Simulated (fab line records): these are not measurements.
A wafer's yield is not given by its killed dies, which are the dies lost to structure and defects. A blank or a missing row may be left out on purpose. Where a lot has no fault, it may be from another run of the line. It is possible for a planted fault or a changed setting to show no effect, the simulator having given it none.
Chamber matching -- flow sky130 -- SKY_FIELD_ISO_WET_ETCH_28 on wetBench-01 has 4 sister chambers
The step etches SiO2 in dHF, target depth 23.7 nm, time 47 s. 16 wafers are shown with their chamber, then 8 later ones without.

## WAFERS WITH THEIR CHAMBER
wafer,chamber,tempC (C)
L527.1,0,25.10
L527.2,0,24.93
L527.4,0,25.12
L529.3,3,25.04
L529.4,3,24.91
L529.6,3,25.14
L530.1,2,24.74
L530.4,2,24.96
L530.5,2,25.07
L531.2,1,24.96
L531.3,1,24.95
L531.5,1,24.96
L532.1,0,24.96
L532.4,0,24.76
L532.5,0,24.80
L533.1,0,25.00

SIGNATURES (averages over the wafers above)
reading,chamber 0,chamber 1,chamber 2,chamber 3,scatter within a chamber
tempC,24.9529,24.9567,24.9233,25.0300,0.128
Rule: for a wafer and a chamber, the distance is found by dividing, reading by reading, the gap between the wafer's reading and the chamber's mean by the reading's scatter, squaring, summing and taking the root. If the next closest chamber is less than 2 further off than the closest, the wafer can't be placed; otherwise it belongs to the closest. The scatter is the square root of a quotient: the sum, over the shown wafers, of each reading's squared deviation from its chamber's mean, divided by wafers minus chambers.

## WAFERS MISSING THEIR CHAMBER
wafer,tempC (C)
L533.4,25.03
L533.6,25.00
L536.1,25.09
L536.2,24.77
L536.6,25.09
L550.2,25.09
L550.5,24.88
L550.6,25.09

## CHAMBER TAKEN BY EACH
wafer,from the rows above,in truth
L533.4,can't be placed: 3 or 1 or 0 or 2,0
L533.6,can't be placed: 3 or 1 or 0 or 2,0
L536.1,can't be placed: 3 or 1 or 0 or 2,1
L536.2,can't be placed: 2 or 0 or 1 or 3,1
L536.6,can't be placed: 3 or 1 or 0 or 2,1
L550.2,can't be placed: 3 or 1 or 0 or 2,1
L550.5,can't be placed: 2 or 0 or 1 or 3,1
L550.6,can't be placed: 3 or 1 or 0 or 2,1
Correct placement for 0 of the 8. From these rows, 8 cannot be placed; in 8 the true chamber is one of the candidates. 0 placed wrongly.
